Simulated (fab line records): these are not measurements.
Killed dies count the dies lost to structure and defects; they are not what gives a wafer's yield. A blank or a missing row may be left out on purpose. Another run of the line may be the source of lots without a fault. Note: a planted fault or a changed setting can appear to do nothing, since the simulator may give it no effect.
fab line records -- flow sfq_line
record: lots: 14, wafers: 42, last_day: 81
route steps=325 shown JJ@182 A5B@209
lots that met no fault: from a run of the same line without faults
start_h: hours from the record's first day to the start of the lot's first wafer shown -- wait_h: hours from the lot's prior step to this one -- " identical to the entry in the row above -- L1.1+2: a single row standing in for several wafers -- - no value present, or no start provided -- * or withheld: withheld -- < > ~ a bound
route shown NAME@n: names a module that has steps shown in the file, with the first one's number in the route -- usual: average and standard deviation across the fault-free wafers -- same: alike in all rows -- chamber/n: place in a boat -- sites: the reading at each site -- _std_site: how widely they spread, as a standard deviation -- _edge_site: outer sites' mean less inner sites' -- radius_mm: how far each site lies from the wafer's centre -- mask NAME#n: copy n -- behind: the tool/chamber that last shaped the wafer -- hold: reason for holding the lot/hours on hold/outcome of the hold -- device: the n, p or np transistor that did not switch -- end of line: the same wafers' tests at the end of the route -- a step without rows: its recipe alone -- killed: dies that structure and defects cost at the first sort, which is not the same as the wafer's yield -- map: the dies of a wafer, with x for killed, . for not killed, _ for no die there
set.NAME: the run value of the setting; set.NAME@STEP: its run value at that earlier step -- model.NAME: the simulator's own value behind a step, which no gauge read
a sample of lots followed through the steps of the route, with each step as a table and each wafer as a row
services: a tool's chamber out of use, with start hour (start_h, from the record's first day; less than 0 if before it), hours out, and reason
== steps ==
step: SFQ_TRILAYER_JJ_TRILAYER_DEP_SPUTTER_112
recipe: material: Nb, base_pressure_pa: 1.33e-06, chamber_pressure_pa: 0.1333, substrate_temp_c: 20, target_thk_nm: 170, power_w: 2000, time_s: 113.3
usual: throttle_valve_pct: 30.3/1.3
lot.wafer,tool,chamber,start_h,wait_h,throttle_valve_pct
L833.3,pvd_sputter-06,-,880.87,0.5,28.6
L833.4,pvd_sputter-06,-,880.87,0.5,28.7
L833.5,pvd_sputter-06,-,880.87,0.5,29.0
L834.3,pvd_sputter-05,-,891.07,0.5,30.0
L834.4,pvd_sputter-05,-,891.07,0.5,28.6
L834.5,pvd_sputter-05,-,891.07,0.5,32.5
L841.1,pvd_sputter-06,-,1092.30,0.5,28.7
L841.3,pvd_sputter-06,-,1092.30,0.5,28.9
L841.5,pvd_sputter-06,-,1092.30,0.5,31.0
L842.1,pvd_sputter-04,-,1094.50,0.5,32.1
L842.3,pvd_sputter-04,-,1094.50,0.5,31.3
L842.4,pvd_sputter-04,-,1094.50,0.5,30.5
L843.1,pvd_sputter-05,-,1133.02,0.5,32.4
L843.4,pvd_sputter-05,-,1133.02,0.5,29.0
L843.5,pvd_sputter-05,-,1133.02,0.5,30.0
L845.1,pvd_sputter-04,-,1286.79,0.5,31.5
L845.3,pvd_sputter-04,-,1286.79,0.5,31.7
L845.4,pvd_sputter-04,-,1286.79,0.5,31.1
L846.1,pvd_sputter-06,-,1287.99,0.5,28.8
L846.2,pvd_sputter-06,-,1287.99,0.5,31.0
L846.6,pvd_sputter-06,-,1287.99,0.5,28.6
L847.3,pvd_sputter-05,-,1289.19,0.5,32.7
L847.4,pvd_sputter-05,-,1289.19,0.5,29.8
L847.6,pvd_sputter-05,-,1289.19,0.5,29.7
L848.2,pvd_sputter-04,-,1290.39,0.5,31.8
L848.5,pvd_sputter-04,-,1290.39,0.5,31.2
L848.6,pvd_sputter-04,-,1290.39,0.5,31.4
L850.1,pvd_sputter-05,-,1293.99,0.5,30.0
L850.3,pvd_sputter-05,-,1293.99,0.5,28.9
L850.5,pvd_sputter-05,-,1293.99,0.5,30.0
L852.2,pvd_sputter-06,-,1298.79,0.5,28.9
L852.4,pvd_sputter-06,-,1298.79,0.5,29.0
L852.5,pvd_sputter-06,-,1298.79,0.5,28.9
L853.1,pvd_sputter-05,-,1300.12,0.5,30.3
L853.2,pvd_sputter-05,-,1300.12,0.5,29.8
L853.3,pvd_sputter-05,-,1300.12,0.5,28.8
L854.1,pvd_sputter-04,-,1302.84,0.5,30.3
L854.4,pvd_sputter-04,-,1302.84,0.5,31.1
L854.5,pvd_sputter-04,-,1302.84,0.5,31.4
L855.2,pvd_sputter-06,-,1304.59,0.5,29.0
L855.4,pvd_sputter-06,-,1304.59,0.5,28.9
L855.5,pvd_sputter-06,-,1304.59,0.5,30.9
step: SFQ_JJ_RS_MEAS_929
recipe: thk_meas_gauge: four-point-probe, reads: Nb_of_TRILAYER_JJ_TRILAYER_DEP_SPUTTER_112
usual: JJ_NB_RS: 1.046/0.011
lot.wafer,tool,chamber,start_h,wait_h,JJ_NB_RS[ohm/sq]
L833.3,film_metro-01,-,880.99,0.1,1.052
L833.4,film_metro-01,-,880.99,0.1,1.059
L833.5,film_metro-01,-,880.99,0.1,1.062
L834.3,film_metro-03,-,891.19,0.1,1.057
L834.4,film_metro-03,-,891.19,0.1,1.035
L834.5,film_metro-03,-,891.19,0.1,1.057
L841.1,film_metro-03,-,1092.38,0.0,1.043
L841.3,film_metro-03,-,1092.38,0.0,1.046
L841.5,film_metro-03,-,1092.38,0.0,1.056
L842.1,film_metro-03,-,1094.58,0.0,1.044
L842.3,film_metro-03,-,1094.58,0.0,1.061
L842.4,film_metro-03,-,1094.58,0.0,1.043
L843.1,film_metro-04,-,1133.10,0.0,1.060
L843.4,film_metro-04,-,1133.10,0.0,1.045
L843.5,film_metro-04,-,1133.10,0.0,1.059
L845.1,film_metro-04,-,1286.87,0.0,1.020
L845.3,film_metro-04,-,1286.87,0.0,1.026
L845.4,film_metro-04,-,1286.87,0.0,1.042
L846.1,film_metro-03,-,1288.07,0.0,1.047
L846.2,film_metro-03,-,1288.07,0.0,1.033
L846.6,film_metro-03,-,1288.07,0.0,1.046
L847.3,film_metro-04,-,1289.31,0.1,1.058
L847.4,film_metro-04,-,1289.31,0.1,1.042
L847.6,film_metro-04,-,1289.31,0.1,1.038
L848.2,film_metro-03,-,1290.49,0.1,1.036
L848.5,film_metro-03,-,1290.49,0.1,1.035
L848.6,film_metro-03,-,1290.49,0.1,1.045
L850.1,film_metro-03,-,1294.07,0.0,1.043
L850.3,film_metro-03,-,1294.07,0.0,1.049
L850.5,film_metro-03,-,1294.07,0.0,1.052
L852.2,film_metro-04,-,1298.89,0.1,1.048
L852.4,film_metro-04,-,1298.89,0.1,1.029
L852.5,film_metro-04,-,1298.89,0.1,1.063
L853.1,film_metro-03,-,1300.20,0.0,1.054
L853.2,film_metro-03,-,1300.20,0.0,1.034
L853.3,film_metro-03,-,1300.20,0.0,1.042
L854.1,film_metro-04,-,1302.91,0.0,1.046
L854.4,film_metro-04,-,1302.91,0.0,1.049
L854.5,film_metro-04,-,1302.91,0.0,1.031
L855.2,film_metro-04,-,1304.69,0.1,1.043
L855.4,film_metro-04,-,1304.69,0.1,1.035
L855.5,film_metro-04,-,1304.69,0.1,1.031
step: SFQ_TRILAYER_JJ_CE_METRO_MEASURE_117
usual: cd_nm: 700.1/1.3
lot.wafer,tool,chamber,start_h,wait_h,cd_nm
L833.3,cd_sem-01,-,892.42,0.4,702.1
L833.4,cd_sem-01,-,892.42,0.4,702.2
L833.5,cd_sem-01,-,892.42,0.4,702.2
L834.3,cd_sem-02,-,906.62,0.4,701.0
L834.4,cd_sem-02,-,906.62,0.4,699.2
L834.5,cd_sem-02,-,906.62,0.4,699.5
L841.1,cd_sem-02,-,1128.57,0.0,700.8
L841.3,cd_sem-02,-,1128.57,0.0,700.2
L841.5,cd_sem-02,-,1128.57,0.0,701.5
L842.1,cd_sem-01,-,1129.77,0.0,698.4
L842.3,cd_sem-01,-,1129.77,0.0,697.1
L842.4,cd_sem-01,-,1129.77,0.0,697.9
L843.1,cd_sem-02,-,1140.57,0.0,701.0
L843.4,cd_sem-02,-,1140.57,0.0,700.5
L843.5,cd_sem-02,-,1140.57,0.0,701.2
L845.1,cd_sem-02,-,1410.21,0.0,701.4
L845.3,cd_sem-02,-,1410.21,0.0,700.9
L845.4,cd_sem-02,-,1410.21,0.0,701.0
L846.1,cd_sem-01,-,1412.73,0.0,701.3
L846.2,cd_sem-01,-,1412.73,0.0,701.0
L846.6,cd_sem-01,-,1412.73,0.0,700.8
L847.3,cd_sem-02,-,1416.78,0.4,701.1
L847.4,cd_sem-02,-,1416.78,0.4,701.4
L847.6,cd_sem-02,-,1416.78,0.4,700.4
L848.2,cd_sem-01,-,1417.78,0.2,698.9
L848.5,cd_sem-01,-,1417.78,0.2,699.5
L848.6,cd_sem-01,-,1417.78,0.2,699.8
L850.1,cd_sem-01,-,1422.22,0.0,699.4
L850.3,cd_sem-01,-,1422.22,0.0,699.5
L850.5,cd_sem-01,-,1422.22,0.0,699.9
L852.2,cd_sem-01,-,1431.85,0.2,698.7
L852.4,cd_sem-01,-,1431.85,0.2,699.5
L852.5,cd_sem-01,-,1431.85,0.2,699.6
L853.1,cd_sem-01,-,1432.85,0.0,701.5
L853.2,cd_sem-01,-,1432.85,0.0,701.4
L853.3,cd_sem-01,-,1432.85,0.0,703.5
L854.1,cd_sem-01,-,1434.05,0.0,701.0
L854.4,cd_sem-01,-,1434.05,0.0,701.4
L854.5,cd_sem-01,-,1434.05,0.0,701.1
L855.2,cd_sem-02,-,1435.45,0.2,700.1
L855.4,cd_sem-02,-,1435.45,0.2,699.7
L855.5,cd_sem-02,-,1435.45,0.2,699.5
step: SFQ_TRILAYER_A5B_DEP_PECVD_129
recipe: material: SiO2, temp_c: 150, time_s: 133.33, pressure_torr: 2.4, rf_w: 183.3, precursor: SiH4/N2O, target_thk_nm: 600
usual: heater_power_w: 81/9.3, rf_fwd_power_W: 182.4/0.63, throttle_valve_pct: 24.5/1
lot.wafer,tool,chamber,start_h,wait_h,heater_power_w,rf_fwd_power_W,throttle_valve_pct
L833.3,pecvd-02,0,1028.12,0.0,83,182.6,23.0
L833.4,pecvd-02,1,1028.12,0.0,93,181.2,23.5
L833.5,pecvd-02,2,1028.12,0.0,64,182.3,24.6
L834.3,pecvd-01,1,1046.12,0.0,85,180.8,24.6
L834.4,pecvd-01,2,1046.12,0.0,84,182.8,26.1
L834.5,pecvd-01,1,1046.12,0.0,89,182.0,24.7
L841.1,pecvd-02,0,1137.99,0.0,92,152.9,23.8
L841.3,pecvd-02,2,1137.99,0.0,79,151.4,24.6
L841.5,pecvd-02,0,1137.99,0.0,99,152.8,23.9
L842.1,pecvd-03,2,1139.19,0.0,91,182.0,23.0
L842.3,pecvd-03,1,1139.19,0.0,74,183.5,23.1
L842.4,pecvd-03,0,1139.19,0.0,77,182.9,24.6
L843.1,pecvd-02,2,1151.21,0.0,79,153.9,24.9
L843.4,pecvd-02,1,1151.21,0.0,87,152.9,23.2
L843.5,pecvd-02,2,1151.21,0.0,81,153.7,24.6
L845.1,pecvd-03,2,1423.83,0.0,91,183.0,23.9
L845.3,pecvd-03,0,1423.83,0.0,87,181.9,25.0
L845.4,pecvd-03,1,1423.83,0.0,88,183.2,23.7
L846.1,pecvd-01,1,1424.16,0.0,91,181.7,25.3
L846.2,pecvd-01,0,1424.16,0.0,78,181.9,25.3
L846.6,pecvd-01,1,1424.16,0.0,91,182.7,25.2
L847.3,pecvd-02,2,1425.37,0.0,68,182.3,25.2
L847.4,pecvd-02,1,1425.37,0.0,92,182.1,23.9
L847.6,pecvd-02,2,1425.37,0.0,70,182.1,25.2
L848.2,pecvd-03,2,1426.56,0.0,90,182.8,23.7
L848.5,pecvd-03,0,1426.56,0.0,88,182.5,25.1
L848.6,pecvd-03,2,1426.56,0.0,92,181.6,23.6
L850.1,pecvd-02,2,1428.99,0.0,65,182.7,25.3
L850.3,pecvd-02,0,1428.99,0.0,86,182.9,25.5
L850.5,pecvd-02,1,1428.99,0.0,92,183.3,24.0
L852.2,pecvd-01,1,1437.78,0.0,87,181.6,25.3
L852.4,pecvd-01,0,1437.78,0.0,72,181.6,25.0
L852.5,pecvd-01,0,1437.78,0.0,79,181.6,25.0
L853.1,pecvd-02,1,1438.97,0.0,81,182.4,24.1
L853.2,pecvd-02,2,1438.97,0.0,67,183.2,25.0
L853.3,pecvd-02,0,1438.97,0.0,87,183.2,25.5
L854.1,pecvd-03,0,1440.17,0.0,79,182.7,25.3
L854.4,pecvd-03,1,1440.17,0.0,81,182.6,23.5
L854.5,pecvd-03,2,1440.17,0.0,84,182.9,23.9
L855.2,pecvd-02,0,1441.37,0.0,91,182.7,25.8
L855.4,pecvd-02,1,1441.37,0.0,91,182.1,23.8
L855.5,pecvd-02,2,1441.37,0.0,72,182.4,25.2
== services ==
tool,chamber,start_h,hours,kind
cd_sem-02,-,867.61,0.4,pm
cd_sem-01,-,893.22,1.2,pm
pecvd-02,-,919.78,0.7,repair
pecvd-02,-,933.25,14.0,pm
cd_sem-02,-,935.54,2.9,pm
cd_sem-01,-,960.91,1.5,pm
cd_sem-01,-,964.21,0.8,pm
pecvd-02,-,983.64,0.3,repair
cd_sem-02,-,1000.46,10.5,pm
cd_sem-02,-,1010.92,0.7,pm
cd_sem-01,-,1011.59,8.4,pm
pecvd-02,-,1019.43,6.0,pm
cd_sem-01,-,1019.94,0.2,pm
cd_sem-02,-,1051.61,0.9,pm
pecvd-02,-,1056.43,2.8,pm
cd_sem-01,-,1080.99,1.0,pm
cd_sem-01,-,1096.21,2.9,repair
cd_sem-01,-,1144.91,1.5,pm
cd_sem-01,-,1194.87,0.7,pm
pecvd-02,1,1223.22,8.5,repair
cd_sem-01,-,1234.21,0.4,pm
cd_sem-01,-,1260.28,0.6,pm
cd_sem-01,-,1328.91,0.6,pm
cd_sem-01,-,1378.87,2.0,pm
== key ==
first_sign: step: SFQ_TRILAYER_A5B_DEP_PECVD_129, reading: rf_fwd_power_W, direction: down, sigmas: 47, usual: 182.4, struck: 152.9
effect none on later readings
met_at SFQ_TRILAYER_A5B_DEP_PECVD_129
struck_lots L841,L843
not_acting_at SFQ_TRILAYER_JJ_TRILAYER_DEP_SPUTTER_112,SFQ_JJ_RS_MEAS_929,SFQ_TRILAYER_JJ_CE_METRO_MEASURE_117
onset_between 1028.12 1137.99
fault: kind: process_parameter_drift, tool: pecvd-02, chamber: -, onset_h: 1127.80, steps: SFQ_TRILAYER_A5B_DEP_PECVD_129, channel: rf_w, offset: -29.328, shape: step, end_h: 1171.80, acts_in: these_recipes_only, stated: 183.3
